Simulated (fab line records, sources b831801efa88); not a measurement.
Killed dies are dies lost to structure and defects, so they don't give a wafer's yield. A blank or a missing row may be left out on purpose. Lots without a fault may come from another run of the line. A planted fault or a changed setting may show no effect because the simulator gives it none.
Which tool did it? | flow sky130 | 13 lots, 39 wafers sampled, at 5 steps of a route of 708

WHAT THE GAUGES READ, wafer by wafer
The record holds no reading of a measuring or inspecting step that can be judged against a usual standard deviation.

WHICH TOOL RAN EACH LOT (tool, then ch and the chambers of the sampled wafers, then the start)
lot  | SKY_CONTACT_ETCH_16                | SKY_VIA3_SPUTTER_20          | SKY_METAL4_SPUTTER_02        | SKY_CAP2M_CVD_00                | SKY_PAD_OPEN_PROBE_99
L584 | rie_diel-02 ch 0,1, day 31 15:41   | pvd_sputter-02, day 39 19:22 | pvd_sputter-04, day 39 20:05 | pecvd-04 ch 0,1, day 39 20:11   | -
L585 | rie_diel-01 ch 1,2,3, day 32 01:53 | pvd_sputter-02, day 40 06:47 | pvd_sputter-01, day 40 07:30 | pecvd-04 ch 0,1, day 40 07:36   | prober-01, day 46 09:50
L586 | rie_diel-02 ch 0,1,3, day 32 11:11 | pvd_sputter-02, day 40 12:38 | pvd_sputter-01, day 40 13:21 | pecvd-04 ch 1,2, day 40 13:28   | -
L587 | rie_diel-04 ch 1,2,3, day 32 18:02 | pvd_sputter-02, day 40 20:58 | pvd_sputter-04, day 40 21:41 | pecvd-02 ch 0,1,2, day 40 21:47 | prober-01, day 46 19:15
L588 | rie_diel-04 ch 1,2,3, day 33 05:40 | pvd_sputter-02, day 41 06:40 | pvd_sputter-04, day 41 07:23 | pecvd-02 ch 0,1,2, day 41 07:30 | -
L590 | rie_diel-04 ch 0,1,3, day 33 20:20 | pvd_sputter-02, day 41 18:17 | pvd_sputter-02, day 41 19:20 | pecvd-02 ch 0,2, day 41 19:27   | -
L592 | rie_diel-02 ch 0,1, day 35 05:47   | pvd_sputter-03, day 43 00:02 | pvd_sputter-02, day 43 00:45 | pecvd-03 ch 0,1,2, day 43 00:51 | prober-02, day 48 14:12
L593 | rie_diel-04 ch 0,1,2, day 35 07:17 | pvd_sputter-02, day 43 01:01 | pvd_sputter-02, day 43 01:44 | pecvd-04 ch 0,2, day 43 01:50   | -
L594 | rie_diel-02 ch 1,2, day 35 07:38   | pvd_sputter-02, day 43 02:31 | pvd_sputter-01, day 43 03:14 | pecvd-02 ch 0,1, day 43 03:20   | prober-02, day 48 16:30
L595 | rie_diel-01 ch 1,2,3, day 35 11:59 | pvd_sputter-04, day 43 07:29 | pvd_sputter-01, day 43 08:12 | pecvd-03 ch 0,1,2, day 43 08:19 | prober-01, day 48 19:28
L600 | rie_diel-02 ch 0,1,2, day 37 00:29 | pvd_sputter-04, day 44 16:25 | pvd_sputter-02, day 44 17:11 | pecvd-03 ch 1,2, day 44 17:18   | prober-02, day 50 00:18
L601 | rie_diel-04 ch 0,2,3, day 37 04:29 | pvd_sputter-03, day 44 18:05 | pvd_sputter-04, day 44 18:48 | pecvd-03 ch 1,2, day 44 18:55   | prober-01, day 50 01:45
L602 | rie_diel-04 ch 0,3, day 37 14:17   | pvd_sputter-04, day 45 01:03 | pvd_sputter-01, day 45 01:46 | pecvd-02 ch 1,2, day 45 01:52   | prober-02, day 50 06:16
- SKY_CONTACT_ETCH_16: etches BARC in N2/H2, stops on SiO2, time 45.9 s, target depth 60 nm.
- SKY_VIA3_SPUTTER_20: material TiN, target thk 20 nm, time 80 s.
- SKY_METAL4_SPUTTER_02: material AlCu, target thk 735 nm, time 39.1 s.
- SKY_CAP2M_CVD_00: deposits SiO2, target thk 15.5 nm.
- SKY_PAD_OPEN_PROBE_99

WHAT THE TOOLS THEMSELVES READ (means of the sampled wafers that have a number; where no wafer has one, the mark that the record gives instead)
SKY_CONTACT_ETCH_16.
lot  | tool        | drypump_motor_current_A (A) | oes_product_au (a.u.) | throttle_valve_pct (%)
L584 | rie_diel-02 | 5.6                         | 0.857                 | 13.220
L585 | rie_diel-01 | 5.6                         | 0.858                 | 13.223
L586 | rie_diel-02 | 5.7                         | 0.852                 | 13.217
L587 | rie_diel-04 | 6.0                         | 0.854                 | 13.226
L588 | rie_diel-04 | 5.9                         | 0.854                 | 13.224
L590 | rie_diel-04 | 6.0                         | 0.856                 | 13.224
L592 | rie_diel-02 | 5.7                         | 0.854                 | 13.230
L593 | rie_diel-04 | 6.0                         | 0.850                 | 13.226
L594 | rie_diel-02 | 5.4                         | 0.855                 | 13.224
L595 | rie_diel-01 | 5.6                         | 0.857                 | 13.226
L600 | rie_diel-02 | 5.5                         | 0.855                 | 13.230
L601 | rie_diel-04 | 6.0                         | 0.849                 | 13.223
L602 | rie_diel-04 | 6.1                         | 0.855                 | 13.228

SKY_VIA3_SPUTTER_20.
lot  | tool           | throttle_valve_pct (%)
L584 | pvd_sputter-02 | 29.8
L585 | pvd_sputter-02 | 30.3
L586 | pvd_sputter-02 | 30.2
L587 | pvd_sputter-02 | 29.9
L588 | pvd_sputter-02 | 29.9
L590 | pvd_sputter-02 | 29.7
L592 | pvd_sputter-03 | 30.1
L593 | pvd_sputter-02 | 29.8
L594 | pvd_sputter-02 | 30.1
L595 | pvd_sputter-04 | 29.2
L600 | pvd_sputter-04 | 29.2
L601 | pvd_sputter-03 | 30.5
L602 | pvd_sputter-04 | 29.3

SKY_METAL4_SPUTTER_02.
lot  | tool           | throttle_valve_pct (%)
L584 | pvd_sputter-04 | 29.6
L585 | pvd_sputter-01 | 29.4
L586 | pvd_sputter-01 | 29.2
L587 | pvd_sputter-04 | 29.5
L588 | pvd_sputter-04 | 29.4
L590 | pvd_sputter-02 | 29.6
L592 | pvd_sputter-02 | 29.8
L593 | pvd_sputter-02 | 29.8
L594 | pvd_sputter-01 | 29.6
L595 | pvd_sputter-01 | 29.9
L600 | pvd_sputter-02 | 30.1
L601 | pvd_sputter-04 | 29.2
L602 | pvd_sputter-01 | 29.9

SKY_CAP2M_CVD_00.
lot  | tool     | heater_power_w (W)
L584 | pecvd-04 | 692
L585 | pecvd-04 | 669
L586 | pecvd-04 | 685
L587 | pecvd-02 | 689
L588 | pecvd-02 | 642
L590 | pecvd-02 | 526
L592 | pecvd-03 | 784
L593 | pecvd-04 | 773
L594 | pecvd-02 | 698
L595 | pecvd-03 | 801
L600 | pecvd-03 | 744
L601 | pecvd-03 | 729
L602 | pecvd-02 | 686

SKY_PAD_OPEN_PROBE_99.
lot  | tool      | killed_at_M0_to_M3 | killed_at_M4_up | killed_at_contacts | killed_at_front_end | killed_at_other | killed_dies | killed_open | killed_short
L585 | prober-01 | 43                 | 4.3             | 22                 | 17                  | 0.3             | 86          | 49          | 37
L587 | prober-01 | 50                 | 3.0             | 20                 | 16                  | 0.0             | 89          | 50          | 39
L592 | prober-02 | 46                 | 1.3             | 24                 | 13                  | 0.0             | 85          | 43          | 42
L594 | prober-02 | 43                 | 4.0             | 19                 | 18                  | 0.0             | 83          | 42          | 41
L595 | prober-01 | 45                 | 2.7             | 23                 | 13                  | 0.0             | 84          | 41          | 43
L600 | prober-02 | 41                 | 4.0             | 27                 | 13                  | 0.0             | 86          | 45          | 41
L601 | prober-01 | 42                 | 4.0             | 74                 | 12                  | 0.0             | 132         | 44          | 36
L602 | prober-02 | 40                 | 3.0             | 66                 | 13                  | 0.0             | 122         | 48          | 30

THE ANSWER, worked out from the rows above alone
Rule: what is usual is taken from the lots themselves. Put in order of their means at a reading, lots are off if they are a third of the lots or fewer, leave a main group of 4 or more, and stand apart from it by a gap of 3 or more times the standard deviation of the main group's means; of several such gaps the widest counts. A main group whose means are all the same, to the digits that the tables above print for the reading, isn't used. A lot without any number at a reading at which 4 lots or more have one is off too. The other lots that the step has rows for count as sound. The gauges are gone through in route order, then the tools' own readings, and for those a lot's mean is taken as printed above. The first step at which some lot is off is used, and at that step the reading that is off furthest; a lot without a number counts as furthest.
Off: L601, L602, at SKY_PAD_OPEN_PROBE_99 (killed_dies). The main group: mean 86, standard deviation 1.9. Neither off nor sound, because the step has no rows for them: L584, L586, L588, L590, L593.
A tool fits if, at that step or a process step before it, it ran every lot that is off, and no sound lot after the first of them. One fits: rie_diel-04 at SKY_CONTACT_ETCH_16. Its last sound lot is L587 (day 32 18:02), its first lot that is off L601 (day 37 04:29): a fault that began between those two fits.

WHAT THE SIMULATOR HAD PUT IN
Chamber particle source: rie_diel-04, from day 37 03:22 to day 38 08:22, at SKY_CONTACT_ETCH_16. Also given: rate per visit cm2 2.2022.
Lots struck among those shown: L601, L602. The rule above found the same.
